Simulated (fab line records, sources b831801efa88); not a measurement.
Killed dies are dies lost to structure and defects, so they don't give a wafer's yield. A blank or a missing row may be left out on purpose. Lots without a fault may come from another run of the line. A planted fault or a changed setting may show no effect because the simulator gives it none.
Tool commonality check | flow sky130 | 14 lots, 42 wafers sampled

WHY IT WAS OPENED
At SKY_NWELL_RS_MEAS_29 the reading NWELL_RS is flagged on 2 of 14 lots. Wafers without a fault read 624.8 ohm/sq, standard deviation 1.5.
Rule: a lot is flagged when every wafer of it that has a number lies more than 4 standard deviations from that mean, or none has a number. The other lots count as sound.

lot  | measured     | on            | NWELL_RS (ohm/sq), wafer by wafer | flag
L163 | day 5 07:06  | film_metro-04 | 623.9 627.3 625.6                 |
L164 | day 5 15:49  | film_metro-02 | 626.7 625.9 626.2                 |
L165 | day 5 17:23  | film_metro-04 | 684.4 682.2 683.3                 | FLAGGED
L166 | day 5 21:09  | film_metro-01 | 682.0 683.4 685.9                 | FLAGGED
L172 | day 7 23:17  | film_metro-01 | 625.7 624.5 624.4                 |
L175 | day 8 10:41  | film_metro-02 | 623.2 624.3 623.4                 |
L176 | day 8 19:41  | film_metro-02 | 624.3 625.9 623.0                 |
L177 | day 9 02:36  | film_metro-04 | 625.2 626.4 626.3                 |
L179 | day 9 09:07  | film_metro-02 | 625.7 625.2 625.0                 |
L181 | day 9 18:11  | film_metro-02 | 624.3 624.2 624.7                 |
L182 | day 10 08:10 | film_metro-01 | 623.2 620.9 622.0                 |
L183 | day 10 15:35 | film_metro-01 | 624.8 625.3 623.5                 |
L185 | day 10 21:08 | film_metro-04 | 625.2 624.4 627.2                 |
L184 | day 10 21:28 | film_metro-01 | 625.4 625.7 624.6                 |
The numbers of the flagged lots are 683.5 ohm/sq on average: +58.7 ohm/sq against the usual, or +39 standard deviations.

WHICH TOOL RAN EACH LOT
The record holds 1 process step before the reading, out of a route of 708 steps. In each cell: the tool, then ch and the chambers that the sampled wafers went through, then the start.
lot  | flag    | SKY_NWELL_IMPLANT_11
L163 |         | implanter-02 ch 0, day 4 13:39
L164 |         | implanter-02 ch 0, day 4 21:38
L165 | FLAGGED | implanter-02 ch 0, day 4 22:59
L166 | FLAGGED | implanter-02 ch 0, day 5 02:30
L172 |         | implanter-04 ch 0, day 7 03:10
L175 |         | implanter-01 ch 0, day 7 13:12
L176 |         | implanter-01 ch 0, day 7 22:19
L177 |         | implanter-04 ch 0, day 8 04:42
L179 |         | implanter-02 ch 0, day 8 10:24
L181 |         | implanter-02 ch 0, day 8 20:19
L182 |         | implanter-02 ch 0, day 9 09:00
L183 |         | implanter-02 ch 0, day 9 16:01
L185 |         | implanter-01 ch 0, day 9 21:50
L184 |         | implanter-04 ch 0, day 9 22:11
What these steps do:
- SKY_NWELL_IMPLANT_11
- SKY_NWELL_RS_MEAS_29: measures by four-point-probe.

FLAGGED OVER TOTAL, TOOL BY TOOL (the gauges that took the reading come last)
step                 | tool          | lots run | flagged | share of the flagged lots | sound lots run after its first flagged lot
SKY_NWELL_IMPLANT_11 | implanter-01  | 3        | 0       | none                      | -
SKY_NWELL_IMPLANT_11 | implanter-02  | 8        | 2       | all                       | 4 (L179,L181,L182,L183)
SKY_NWELL_IMPLANT_11 | implanter-04  | 3        | 0       | none                      | -
SKY_NWELL_RS_MEAS_29 | film_metro-01 | 5        | 1       | some                      | 4 (L172,L182,L183,L184)
SKY_NWELL_RS_MEAS_29 | film_metro-02 | 5        | 0       | none                      | -
SKY_NWELL_RS_MEAS_29 | film_metro-04 | 4        | 1       | some                      | 2 (L177,L185)

WHAT THE TABLE ALLOWS
1 row of the table ran every flagged lot: implanter-02 at SKY_NWELL_IMPLANT_11.
- implanter-02 at SKY_NWELL_IMPLANT_11: 2 of its 8 lots flagged. Sound lots ran on it after the first flagged one (L179, L181, L182, L183), which a lasting fault on the whole tool wouldn't allow. Its own readings lie more than 4 standard deviations out on every wafer of the flagged lots: beam_energy_keV.
No row of the table ran every flagged lot and no sound lot after the first.

WHAT THE SIMULATOR HAD PUT IN
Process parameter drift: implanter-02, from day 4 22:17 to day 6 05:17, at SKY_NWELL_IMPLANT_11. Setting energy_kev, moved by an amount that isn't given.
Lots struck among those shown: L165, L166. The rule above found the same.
